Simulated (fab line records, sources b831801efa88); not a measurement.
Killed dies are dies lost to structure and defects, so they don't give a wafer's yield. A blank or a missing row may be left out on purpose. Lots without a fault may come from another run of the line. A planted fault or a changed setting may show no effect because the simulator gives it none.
fab line records | flow sky130
record lots=7 wafers=21 last_day=50
route steps=708 shown POLY_CUT@310 SD_P@320 PAD_OPEN@708
lots that met no fault: from a run of the same line without faults
start_h: hours from the record's first day to the start of the lot's first wafer shown | wait_h: hours since the lot's step before | " the same as in the row above | L1.1+2: a row that stands for several wafers | - no value, or no start given | * or withheld: withheld | < > ~ a bound
route shown NAME@n: a module of which the file shows steps, and the number in the route of the first | usual: mean/standard deviation of fault-free wafers | same: alike in all rows | chamber/n: place in a boat | sites: the reading at each site | _std_site: their standard deviation | _edge_site: outer sites' mean less inner sites' | radius_mm: how far each site lies from the wafer's centre | mask NAME#n: copy n | behind: the tool/chamber that last shaped the wafer | hold: why the lot was held/for how many hours/how that ended | device: the transistor (n, p or np) that didn't switch | end of line: the same wafers' tests at the end of the route | a step without rows: its recipe alone | killed: dies lost to structure and defects at the first sort, not the wafer's yield | map: a wafer's dies, x killed, . not, _ none there
set.NAME: the setting as run; set.NAME@STEP: as run at that earlier step | model.NAME: the simulator's own value behind a step, which no gauge read
lots at some steps of the route; a table a step, a row a wafer
services: from which hour (start_h, from the record's first day; less than 0 if before it) a tool's chamber was out of use, for how many hours, and why
## steps
# step SKY_POLY_CUT_COAT_03
# recipe resist=KrF-thick spin_rpm=3000 resist_thk_nm=450
# step SKY_POLY_CUT_SOFTBAKE_04
# recipe temp_c=100 time_s=90 resist=KrF-thick
# step SKY_POLY_CUT_EXPOSE_05
# recipe mask_id=NPCM na=0.8 source_shape=annular sigma_inner=0.55 sigma_outer=0.85 target_cd_nm=270 dose_mj=32
# step SKY_POLY_CUT_PEB_06
# recipe peb_temp_c=withheld peb_time_s=withheld resist=KrF-thick
# step SKY_POLY_CUT_DEVELOP_07
# recipe develop_time_s=60 resist=KrF-thick dev_temp_c=21
# step SKY_POLY_CUT_CD_MEAS_08
# recipe target_cd_nm=270
# usual cd_nm=270.2/1.5
# columns lot.wafer tool chamber start_h wait_h cd_nm
L825.1 cd_sem-02 - 562.20 - 273.0
L825.2 " - " " 271.7
L825.4 " - " " 272.6
L829.1 cd_sem-01 - 601.28 - 269.1
L829.2 " - " " 269.9
L829.6 " - " " 270.9
L830.2 cd_sem-01 - 602.87 - 270.6
L830.4 " - " " 269.9
L830.6 " - " " 270.5
L831.1 cd_sem-02 - 617.28 - 269.6
L831.4 " - " " 270.2
L831.5 " - " " 270.6
L839.1 cd_sem-01 - 679.80 - 271.7
L839.3 " - " " 270.5
L839.6 " - " " 271.9
L842.2 cd_sem-02 - 710.00 - 267.5
L842.4 " - " " 269.3
L842.6 " - " " 270.2
L845.1 cd_sem-02 - 728.24 - 272.2
L845.3 " - " " 272.1
L845.4 " - " " 272.0
# step SKY_POLY_CUT_OVL_MEAS_09
# usual POLY_CUT_OVL=-5/4.1
# columns lot.wafer tool chamber start_h wait_h POLY_CUT_OVL[nm]
L825.1 overlay-01 - 562.32 0.1 -3
L825.2 " - " " -2
L825.4 " - " " -3
L829.1 overlay-02 - 601.40 0.1 -3
L829.2 " - " " -8
L829.6 " - " " -6
L830.2 overlay-01 - 602.98 0.1 -11
L830.4 " - " " -4
L830.6 " - " " -4
L831.1 overlay-02 - 617.40 0.1 1
L831.4 " - " " -11
L831.5 " - " " -1
L839.1 overlay-02 - 679.92 0.1 -4
L839.3 " - " " -4
L839.6 " - " " -1
L842.2 overlay-02 - 710.11 0.1 -3
L842.4 " - " " 2
L842.6 " - " " -3
L845.1 overlay-02 - 728.36 0.1 2
L845.3 " - " " -3
L845.4 " - " " 1
# step SKY_POLY_CUT_ETCH_10
# recipe chemistry=N2/H2 target=BARC ion_energy_ev=200 source_w=500 bias_w=100 pressure_mtorr=30 n2_flow_sccm=100 h2_flow_sccm=200 stop_on=SiO2 time_s=45.9 target_depth_a=600
# usual drypump_motor_current_A=5.8/0.48 oes_product_au=0.855/0.0044 throttle_valve_pct=13.223/0.0086
# columns lot.wafer tool chamber start_h wait_h drypump_motor_current_A oes_product_au rf_hours_counter_h throttle_valve_pct
L825.1 rie_diel-01 0 562.36 0.0 6.2 0.858 16 13.234
L825.2 " 2 " " 4.8 0.853 10 13.217
L825.4 " 3 " " 6.1 0.855 5 13.214
L829.1 rie_diel-03 3 601.44 0.0 5.7 0.857 3 13.229
L829.2 " 0 " " 6.1 0.855 5 13.228
L829.6 " 1 " " 5.9 0.854 - 13.218
L830.2 rie_diel-04 1 603.01 0.0 5.9 0.861 51 13.224
L830.4 " 3 " " 6.4 0.855 2 13.206
L830.6 " 1 " " 5.9 0.857 - 13.216
L831.1 rie_diel-03 3 617.44 0.0 5.7 0.857 4 13.213
L831.4 " 1 " " 5.9 0.856 7 13.229
L831.5 " 2 " " 5.4 0.862 - 13.231
L839.1 rie_diel-04 3 679.96 0.0 6.5 0.859 3 13.224
L839.3 " 2 " " 5.9 0.859 22 13.218
L839.6 " 0 " " 5.1 0.852 - 13.227
L842.2 rie_diel-04 3 710.14 0.0 6.4 0.848 4 13.231
L842.4 " 1 " " 5.9 0.857 0 13.221
L842.6 " 2 " " 6.0 0.853 - 13.225
L845.1 rie_diel-04 2 728.39 0.0 5.9 0.860 23 13.223
L845.3 " 3 " " 6.4 0.861 4 13.228
L845.4 " 0 " " 5.1 0.858 - 13.223
# step SKY_POLY_CUT_ETCH_11
# recipe target=Si3N4 chemistry=CF4/CH2F2/Ar stop_on=poly-Si source_w=610.7 bias_w=150 pressure_mtorr=40 cf4_flow_sccm=40 ch2f2_flow_sccm=20 Ar_flow_sccm=150 time_s=42.5 target_depth_a=600
# usual drypump_motor_current_A=5.8/0.48 oes_product_au=0.827/0.0052 throttle_valve_pct=14.994/0.01
# columns lot.wafer tool chamber start_h wait_h drypump_motor_current_A oes_product_au rf_hours_counter_h throttle_valve_pct
L825.1 rie_diel-01 0 562.40 0.0 6.2 0.829 16 14.991
L825.2 " 2 " " 4.8 0.833 10 15.001
L825.4 " 3 " " 6.1 0.827 5 14.992
L829.1 rie_diel-03 3 601.48 0.0 5.7 0.821 3 15.000
L829.2 " 0 " " 6.2 0.826 5 14.984
L829.6 " 1 " " 5.9 0.825 - 15.003
L830.2 rie_diel-04 1 603.05 0.0 5.9 0.829 51 14.994
L830.4 " 3 " " 6.4 0.823 2 14.993
L830.6 " 1 " " 5.9 0.827 - 14.984
L831.1 rie_diel-03 3 617.48 0.0 5.7 0.832 4 15.010
L831.4 " 1 " " 5.9 0.826 7 14.988
L831.5 " 2 " " 5.4 0.825 - 15.002
L839.1 rie_diel-04 3 680.00 0.0 6.4 0.828 3 14.986
L839.3 " 2 " " 5.9 0.828 22 14.998
L839.6 " 0 " " 5.1 0.820 - 15.002
L842.2 rie_diel-04 3 710.18 0.0 6.4 0.820 4 14.991
L842.4 " 1 " " 5.9 0.823 0 14.993
L842.6 " 2 " " 5.9 0.822 - 15.002
L845.1 rie_diel-04 2 728.43 0.0 5.9 0.827 23 14.988
L845.3 " 3 " " 6.4 0.828 4 14.983
L845.4 " 0 " " 5.1 0.829 - 14.983
# step SKY_POLY_CUT_STRIP_12
# recipe chemistry=O2/N2 power_w=1400 pressure_mtorr=1500 platen_temp_c=withheld o2_flow_sccm=3000 n2_flow_sccm=300 overash_fraction=0.5
# usual drypump_motor_current_A=5.8/0.34 oes_product_au=0.452/0.0046 strip_time_to_endpoint_s=5.357/0.016
# columns lot.wafer tool chamber start_h wait_h drypump_motor_current_A oes_product_au rf_hours_counter_h strip_time_to_endpoint_s
L825.1 plasma_asher-04 1 562.44 0.0 6.1 0.453 89 5.357
L825.2 " 0 " " 5.7 0.448 89 5.346
L825.4 " 0 " " 5.7 0.452 - 5.374
L829.1 plasma_asher-04 0 601.52 0.0 5.7 0.457 93 5.345
L829.2 " 1 " " 6.1 0.451 93 5.349
L829.6 " 0 " " 5.7 0.457 - 5.365
L830.2 plasma_asher-03 0 603.09 0.0 5.9 0.451 43 5.353
L830.4 " 0 " " 5.9 0.461 - 5.359
L830.6 " 1 " " 5.3 0.454 - 5.373
L831.1 plasma_asher-01 0 617.52 0.0 5.5 0.450 83 5.348
L831.4 " 0 " " 5.4 0.459 - 5.370
L831.5 " 0 " " 5.4 0.451 - 5.352
L839.1 plasma_asher-01 1 680.04 0.0 6.2 0.447 88 5.325
L839.3 " 1 " " 6.2 0.460 - 5.367
L839.6 " 0 " " 5.4 0.457 - 5.343
L842.2 plasma_asher-04 1 710.22 0.0 6.1 0.450 105 5.368
L842.4 " 0 " " 5.7 0.450 - 5.367
L842.6 " 0 " " 5.7 0.441 - 5.371
L845.1 plasma_asher-01 0 728.48 0.0 5.5 0.445 93 5.376
L845.3 " 1 " " 6.2 0.454 - 5.333
L845.4 " 0 " " 5.4 0.445 - 5.339
# step SKY_SD_P_DEHYDRATE_00
# recipe temp_c=200 time_s=60
# step SKY_SD_P_HMDS_01
# recipe prime_time_s=60 prime_temp_c=120
# step SKY_SD_P_COAT_02
# recipe resist=NOVOLAK spin_rpm=3000 resist_thk_nm=1140
# usual exhaust_pa=45.1/0.84
# columns lot.wafer tool chamber start_h wait_h exhaust_pa model.NOVOLAK_of_SD_P_COAT_02.thk_nm
L825.1 litho_track-03 0 576.86 0.1 46.2 1138
L825.2 " 0 " " 46.2 1138
L825.4 " 0 " " 44.9 1140
L829.1 litho_track-03 0 616.46 0.1 45.7 478.5
L829.2 " 0 " " 44.6 478.7
L829.6 " 0 " " 44.9 479.3
L830.2 litho_track-03 0 617.74 0.1 45.8 480.6
L830.4 " 0 " " 44.6 480.9
L830.6 " 0 " " 45.5 480.6
L831.1 litho_track-03 0 631.61 0.1 46.5 480.8
L831.4 " 0 " " 44.8 481
L831.5 " 0 " " 45.9 481.4
L839.1 litho_track-04 0 694.55 0.1 43.8 1140
L839.3 " 0 " " 44.6 1140
L839.6 " 0 " " 45.6 1138
L842.2 litho_track-03 0 724.64 0.1 45.4 1143
L842.4 " 0 " " 44.5 1146
L842.6 " 0 " " 44.7 1145
L845.1 litho_track-01 0 741.17 0.1 44.0 1141
L845.3 " 0 " " 44.0 1142
L845.4 " 0 " " 44.2 1140
# step SKY_SD_P_SOFTBAKE_03
# recipe temp_c=90 time_s=60 resist=NOVOLAK
# step SKY_SD_P_EXPOSE_04
# recipe mask_id=PSDM na=0.6 source_shape=conventional sigma_outer=0.6 polarization=unpolarized target_cd_nm=380 dose_mj=138
# step SKY_SD_P_PEB_05
# recipe temp_c=withheld time_s=* resist=NOVOLAK
# step SKY_SD_P_DEVELOP_06
# recipe resist=NOVOLAK developer=TMAH develop_time_s=60 dev_temp_c=23
# usual exhaust_pa=45.1/0.91
# columns lot.wafer tool chamber start_h wait_h exhaust_pa model.NOVOLAK_of_SD_P_COAT_02.thk_nm
L825.1 litho_track-01 0 590.87 0.1 44.0 1138
L825.2 " 0 " " 43.8 1137
L825.4 " 0 " " 44.9 1140
L829.1 litho_track-01 0 630.57 0.1 44.9 478.1
L829.2 " 0 " " 44.9 478.3
L829.6 " 0 " " 45.2 478.9
L830.2 litho_track-04 0 631.68 0.1 44.8 480.2
L830.4 " 0 " " 46.1 480.5
L830.6 " 0 " " 46.6 480.2
L831.1 litho_track-04 0 646.05 0.1 42.4 480.4
L831.4 " 0 " " 43.2 480.6
L831.5 " 0 " " 44.0 481
L839.1 litho_track-03 0 708.46 0.1 44.5 1140
L839.3 " 0 " " 43.4 1140
L839.6 " 0 " " 45.0 1138
L842.2 litho_track-01 0 737.60 0.1 45.1 1142
L842.4 " 0 " " 45.2 1146
L842.6 " 0 " " 45.7 1145
L845.1 litho_track-03 0 755.21 0.1 45.4 1141
L845.3 " 0 " " 44.3 1142
L845.4 " 0 " " 44.6 1139
# step SKY_SD_P_CD_MEAS_07
# recipe target_cd_nm=380
# usual cd_nm=379.2/2.8
# columns lot.wafer tool chamber start_h wait_h cd_nm
L825.1 cd_sem-01 - 591.02 0.1 376.2
L825.2 " - " " 378.5
L825.4 " - " " 378.7
L829.1 cd_sem-01 - 630.72 0.1 470.2
L829.2 " - " " 468.4
L829.6 " - " " 472.3
L830.2 cd_sem-02 - 631.82 0.1 468.1
L830.4 " - " " 467.8
L830.6 " - " " 469.0
L831.1 cd_sem-01 - 646.20 0.1 474.6
L831.4 " - " " 471.8
L831.5 " - " " 472.2
L839.1 cd_sem-02 - 708.61 0.1 382.0
L839.3 " - " " 382.4
L839.6 " - " " 380.7
L842.2 cd_sem-02 - 737.74 0.1 374.5
L842.4 " - " " 376.3
L842.6 " - " " 375.5
L845.1 cd_sem-01 - 755.36 0.1 379.4
L845.3 " - " " 380.9
L845.4 " - " " 379.9
# step SKY_SD_P_OVL_MEAS_08
# usual SD_P_OVL=-1.3/1.3
# columns lot.wafer tool chamber start_h wait_h SD_P_OVL[nm]
L825.1 overlay-02 - 591.14 0.1 -1.5
L825.2 " - " " -0.4
L825.4 " - " " -1.8
L829.1 overlay-01 - 630.84 0.1 -1.4
L829.2 " - " " 2.8
L829.6 " - " " 0.4
L830.2 overlay-01 - 631.93 0.1 -0.4
L830.4 " - " " -2.7
L830.6 " - " " -1.7
L831.1 overlay-02 - 646.32 0.1 -2.6
L831.4 " - " " -2.1
L831.5 " - " " -2.1
L839.1 overlay-01 - 708.73 0.1 -1.4
L839.3 " - " " -3.6
L839.6 " - " " -1.6
L842.2 overlay-02 - 737.85 0.1 -2.6
L842.4 " - " " -0.2
L842.6 " - " " -1.6
L845.1 overlay-01 - 755.48 0.1 -0.7
L845.3 " - " " -1.6
L845.4 " - " " -1.3
# step SKY_SD_P_IMPLANT_09
# recipe species=BF2 energy_kev=20 dose_cm2=3e+15 tilt_deg=0
# step SKY_SD_P_STRIP_10
# recipe chemistry=O2/N2 power_w=1400 pressure_mtorr=1500 platen_temp_c=withheld o2_flow_sccm=3000 n2_flow_sccm=300 overash_fraction=0.5
# usual drypump_motor_current_A=5.7/0.35 oes_product_au=0.617/0.0046 strip_time_to_endpoint_s=17.51/0.041
# columns lot.wafer tool chamber start_h wait_h drypump_motor_current_A oes_product_au rf_hours_counter_h strip_time_to_endpoint_s
L825.1 plasma_asher-04 0 591.33 0.1 5.7 0.621 92 17.45
L825.2 " 1 " " 6.1 0.618 92 17.46
L825.4 " 1 " " 6.2 0.607 - 17.49
L829.1 plasma_asher-04 1 631.03 0.1 6.1 0.503 96 9.86
L829.2 " 0 " " 5.7 0.491 96 9.86
L829.6 " 1 " " 6.1 0.496 - 9.85
L830.2 plasma_asher-04 0 632.11 0.1 5.7 0.491 96 9.86
L830.4 " 0 " " 5.7 0.498 - 9.86
L830.6 " 1 " " 6.1 0.492 - 9.86
L831.1 plasma_asher-01 0 646.51 0.1 5.4 0.491 86 9.89
L831.4 " 0 " " 5.4 0.487 - 9.90
L831.5 " 0 " " 5.4 0.496 - 9.91
L839.1 plasma_asher-02 0 708.92 0.1 5.3 0.622 25 17.49
L839.3 " 1 " " 5.4 0.617 - 17.48
L839.6 " 1 " " 5.4 0.611 - 17.47
L842.2 plasma_asher-02 0 738.03 0.1 5.3 0.615 28 17.52
L842.4 " 1 " " 5.4 0.622 - 17.58
L842.6 " 0 " " 5.3 0.611 - 17.57
L845.1 plasma_asher-01 0 755.67 0.1 5.4 0.620 96 17.50
L845.3 " 1 " " 6.2 0.611 - 17.51
L845.4 " 0 " " 5.4 0.613 - 17.48
# step SKY_SD_P_TW_MEAS_11
# usual SD_P_TW=2811/34
# columns lot.wafer tool chamber start_h wait_h SD_P_TW
L825.1 film_metro-03 - 591.43 0.1 2799
L825.2 " - " " 2795
L825.4 " - " " 2790
L829.1 film_metro-01 - 631.13 0.1 2861
L829.2 " - " " 2854
L829.6 " - " " 2855
L830.2 film_metro-03 - 632.22 0.1 2779
L830.4 " - " " 2777
L830.6 " - " " 2776
L831.1 film_metro-01 - 646.61 0.1 2836
L831.4 " - " " 2829
L831.5 " - " " 2848
L839.1 film_metro-01 - 709.02 0.1 2883
L839.3 " - " " 2867
L839.6 " - " " 2864
L842.2 film_metro-03 - 738.14 0.1 2757
L842.4 " - " " 2769
L842.6 " - " " 2769
L845.1 film_metro-04 - 755.77 0.1 2836
L845.3 " - " " 2813
L845.4 " - " " 2834
# step SKY_PAD_OPEN_PROBE_99
# usual killed_at_M0_to_M3=43/6.3 killed_at_M4_up=3.1/1.9 killed_at_contacts=24/5.1 killed_at_front_end=14/4.3 killed_at_other=0.3/0.53 killed_dies=85/8.8 killed_open=46/7.1 killed_short=38/5.9
# same gross_dies=492 killed_at_back_side=0
# columns lot.wafer tool chamber start_h wait_h killed_at_M0_to_M3 killed_at_M4_up killed_at_contacts killed_at_front_end killed_at_other killed_dies killed_open killed_short
L825.1 prober-02 - 1078.78 0.1 32 2 18 17 0 69 39 30
L825.2 prober-02 - 1078.83 0.1 52 2 20 9 0 83 49 34
L825.4 prober-02 - 1078.93 0.2 36 1 19 11 0 67 34 33
L829.1 prober-02 - 1105.56 0.1 43 0 19 17 0 79 38 41
L829.2 prober-02 - 1105.61 0.1 37 4 31 17 1 90 49 41
L829.6 prober-02 - 1105.81 0.2 49 1 21 9 0 80 44 36
L830.2 prober-01 - 1108.49 0.1 39 4 32 13 0 88 49 39
L830.4 prober-01 - 1108.59 0.2 42 4 25 8 2 81 42 39
L830.6 prober-01 - 1108.69 0.2 45 3 38 10 0 96 47 49
L831.1 prober-02 - 1118.47 0.1 56 8 21 9 0 94 49 45
L831.4 prober-02 - 1118.62 0.2 49 4 27 6 1 87 44 43
L831.5 prober-02 - 1118.67 0.2 55 5 27 11 1 99 63 36
L839.1 prober-02 - 1157.28 0.1 40 4 21 8 0 73 37 36
L839.3 prober-02 - 1157.38 0.2 44 1 18 16 1 80 32 48
L839.6 prober-02 - 1157.53 0.2 44 0 12 7 0 63 42 21
L842.2 prober-01 - 1179.37 0.1 41 3 15 16 1 76 39 37
L842.4 prober-01 - 1179.47 0.2 40 4 21 26 0 91 48 43
L842.6 prober-01 - 1179.57 0.2 38 5 21 18 0 82 43 39
L845.1 prober-02 - 1187.90 0.1 41 4 31 13 0 89 40 49
L845.3 prober-02 - 1188.00 0.2 52 2 30 10 0 94 47 46
L845.4 prober-02 - 1188.05 0.2 50 3 21 14 1 89 54 34
# killed by level:class
L825.1 FIELD_ISO:geometric_particle:open=10 VIA1:geometric_particle:open=8 VIA3:geometric_particle:open=8 CONTACT:geometric_particle:short=6 METAL1:geometric_particle:short=5 LI_CONTACT:geometric_particle:open=5 FIELD_ISO:geometric_particle:short=4 METAL2:geometric_particle:short=4
L825.2 VIA1:geometric_particle:open=15 LI_CONTACT:geometric_particle:open=11 VIA3:geometric_particle:open=7 VIA1:geometric_particle:short=7 METAL3:geometric_particle:short=5 FIELD_ISO:geometric_particle:open=4 CONTACT:geometric_particle:short=4 CONTACT:geometric_particle:open=4
L825.4 CONTACT:geometric_particle:short=9 METAL2:geometric_particle:short=7 VIA1:geometric_particle:open=6 FIELD_ISO:geometric_particle:open=5 CONTACT:geometric_particle:open=5 FIELD_ISO:geometric_particle:short=4 METAL1:geometric_particle:open=4 VIA1:geometric_particle:short=4
L829.1 METAL1:geometric_particle:short=10 FIELD_ISO:geometric_particle:short=6 VIA1:geometric_particle:open=6 VIA3:geometric_particle:open=6 LI_CONTACT:geometric_particle:open=5 CONTACT:geometric_particle:open=5 FIELD_ISO:geometric_particle:open=4 VIA3:geometric_particle:short=4
L829.2 CONTACT:geometric_particle:open=12 LI_CONTACT:geometric_particle:open=8 POLY_GATE:geometric_particle:open=7 CONTACT:geometric_particle:short=7 VIA1:geometric_particle:short=6 VIA1:geometric_particle:open=6 FIELD_ISO:geometric_particle:short=4 METAL3:geometric_particle:short=4
L829.6 VIA1:geometric_particle:open=11 VIA3:geometric_particle:open=9 VIA2:geometric_particle:open=7 LI_CONTACT:geometric_particle:short=6 METAL1:geometric_particle:short=6 LI_CONTACT:geometric_particle:open=5 CONTACT:geometric_particle:open=5 LOCAL_INTERCONNECT:geometric_particle:short=3
L830.2 CONTACT:geometric_particle:open=12 VIA1:geometric_particle:open=12 CONTACT:geometric_particle:short=9 VIA3:geometric_particle:open=7 LOCAL_INTERCONNECT:geometric_particle:short=6 METAL1:geometric_particle:short=5 VIA1:geometric_particle:short=4 FIELD_ISO:geometric_particle:short=3
L830.4 VIA1:geometric_particle:open=13 CONTACT:geometric_particle:open=9 CONTACT:geometric_particle:short=7 VIA1:geometric_particle:short=6 VIA3:geometric_particle:open=5 LI_CONTACT:geometric_particle:short=4 METAL2:geometric_particle:short=4 FIELD_ISO:geometric_particle:short=3
L830.6 LI_CONTACT:geometric_particle:open=17 VIA1:geometric_particle:open=9 VIA1:geometric_particle:short=9 LOCAL_INTERCONNECT:geometric_particle:short=8 METAL1:geometric_particle:short=7 CONTACT:geometric_particle:open=5 VIA2:geometric_particle:open=5 LI_CONTACT:geometric_particle:short=4
L831.1 VIA1:geometric_particle:open=13 CONTACT:geometric_particle:open=11 METAL1:geometric_particle:short=9 METAL4:geometric_particle:short=7 VIA1:geometric_particle:short=6 VIA2:geometric_particle:open=5 VIA3:geometric_particle:open=5 LOCAL_INTERCONNECT:geometric_particle:short=4
L831.4 VIA1:geometric_particle:open=13 CONTACT:geometric_particle:open=11 METAL2:geometric_particle:short=10 CONTACT:geometric_particle:short=6 VIA2:geometric_particle:open=6 METAL1:geometric_particle:short=5 VIA1:geometric_particle:short=5 LI_CONTACT:geometric_particle:open=4
L831.5 VIA1:geometric_particle:open=20 LI_CONTACT:geometric_particle:open=8 CONTACT:geometric_particle:open=7 VIA3:geometric_particle:open=6 METAL1:geometric_particle:short=5 VIA1:geometric_particle:short=5 METAL2:geometric_particle:short=5 FIELD_ISO:geometric_particle:open=4
L839.1 CONTACT:geometric_particle:open=9 VIA1:geometric_particle:open=7 VIA3:geometric_particle:open=6 VIA1:geometric_particle:short=6 LI_CONTACT:geometric_particle:open=5 CONTACT:geometric_particle:short=5 METAL1:geometric_particle:short=5 VIA2:geometric_particle:open=5
L839.3 VIA1:geometric_particle:short=7 FIELD_ISO:geometric_particle:short=6 FIELD_ISO:geometric_particle:open=5 LI_CONTACT:geometric_particle:open=5 METAL1:geometric_particle:short=5 VIA1:geometric_particle:open=5 VIA2:geometric_particle:short=5 VIA2:geometric_particle:open=5
L839.6 VIA3:geometric_particle:open=10 VIA2:geometric_particle:open=9 VIA1:geometric_particle:open=6 CONTACT:geometric_particle:open=5 VIA1:geometric_particle:short=5 VIA3:geometric_particle:short=4 POLY_GATE:geometric_particle:open=3 LI_CONTACT:geometric_particle:open=3
L842.2 VIA1:geometric_particle:open=13 CONTACT:geometric_particle:open=8 VIA2:geometric_particle:short=6 POLY_GATE:geometric_particle:short=5 METAL2:geometric_particle:short=5 VIA2:geometric_particle:open=5 SPACER:geometric_particle:short=3 CONTACT:geometric_particle:short=3
L842.4 FIELD_ISO:geometric_particle:open=9 VIA1:geometric_particle:open=9 CONTACT:geometric_particle:open=7 LI_CONTACT:geometric_particle:open=6 METAL1:geometric_particle:short=6 VIA1:geometric_particle:short=6 FIELD_ISO:geometric_particle:short=4 POLY_GATE:geometric_particle:short=4
L842.6 VIA1:geometric_particle:open=8 METAL2:geometric_particle:short=8 LI_CONTACT:geometric_particle:open=7 CONTACT:geometric_particle:open=7 METAL1:geometric_particle:short=6 FIELD_ISO:geometric_particle:short=4 POLY_GATE:geometric_particle:open=4 POLY_GATE:geometric_particle:short=4
L845.1 CONTACT:geometric_particle:open=12 METAL1:geometric_particle:short=9 CONTACT:geometric_particle:short=7 LI_CONTACT:geometric_particle:open=6 VIA3:geometric_particle:short=5 POLY_GATE:geometric_particle:short=4 LOCAL_INTERCONNECT:geometric_particle:short=4 VIA1:geometric_particle:short=4
L845.3 CONTACT:geometric_particle:open=10 METAL1:geometric_particle:short=10 VIA1:geometric_particle:open=10 LI_CONTACT:geometric_particle:open=7 METAL2:geometric_particle:short=6 VIA3:geometric_particle:open=6 LI_CONTACT:geometric_particle:short=5 LOCAL_INTERCONNECT:geometric_particle:short=5
L845.4 CONTACT:geometric_particle:open=9 METAL2:geometric_particle:short=9 VIA2:geometric_particle:open=8 VIA3:geometric_particle:open=8 LI_CONTACT:geometric_particle:open=7 VIA1:geometric_particle:open=7 FIELD_ISO:geometric_particle:open=6 VIA2:geometric_particle:short=5
## services
# columns tool chamber start_h hours kind
rie_diel-03 0 542.57 6.9 repair
plasma_asher-03 - 557.55 2.8 pm
rie_diel-01 2 569.70 3.9 repair
plasma_asher-03 - 572.22 1.7 repair
rie_diel-03 - 580.21 2.8 pm
rie_diel-01 - 595.92 1.0 repair
rie_diel-04 0 606.43 - clean
rie_diel-04 0 606.43 20.3 scheduled_down
rie_diel-04 0 606.43 20.3 vent_cycle
rie_diel-01 2 620.75 20.1 repair
rie_diel-01 0 622.54 14.4 repair
plasma_asher-02 - 636.59 2.8 pm
plasma_asher-01 - 658.28 14.6 pm
plasma_asher-02 - 660.41 3.5 repair
rie_diel-03 2 670.27 11.5 repair
plasma_asher-02 - 680.58 15.6 pm
rie_diel-01 3 687.03 7.5 repair
rie_diel-04 1 689.63 - clean
rie_diel-03 3 713.05 9.3 repair
rie_diel-04 1 725.85 12.6 repair
plasma_asher-03 - 730.35 4.8 repair
plasma_asher-04 - 733.75 9.0 pm
rie_diel-04 - 741.43 2.8 pm
plasma_asher-02 - 755.70 4.7 repair
## key
first_sign step=SKY_SD_P_CD_MEAS_07 reading=cd_nm direction=up sigmas=33 usual=379.2 struck=470.5
effect step=SKY_SD_P_STRIP_10 reading=strip_time_to_endpoint_s direction=down sigmas=99+ usual=* struck=*
model_effect step=SKY_SD_P_COAT_02 value=NOVOLAK_of_SD_P_COAT_02.thk_nm without=1141 struck=480.2
model_effect step=SKY_SD_P_DEVELOP_06 value=NOVOLAK_of_SD_P_COAT_02.thk_nm without=1141 struck=479.8
met_at SKY_SD_P_COAT_02
struck_wafers L829.1,L829.2,L829.6,L830.2,L830.4,L830.6,L831.1,L831.4,L831.5
tester_left_out L829,L830,L831
onset_between 576.86 616.46
fault kind=process_parameter_drift tool=litho_track-03 chamber=- onset_h=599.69 steps=SKY_SD_P_COAT_02 channel=resist_thk_nm offset=-660.4 shape=step end_h=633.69 acts_in=these_recipes_only stated=1140
# tester_left_out: of these lots the tester's yield and bins aren't shown, on N5 and GAA mostly nor the transistor test; their killed dies are dies lost to structure and defects alone, not to doping, threshold or leakage, so they don't give the yield
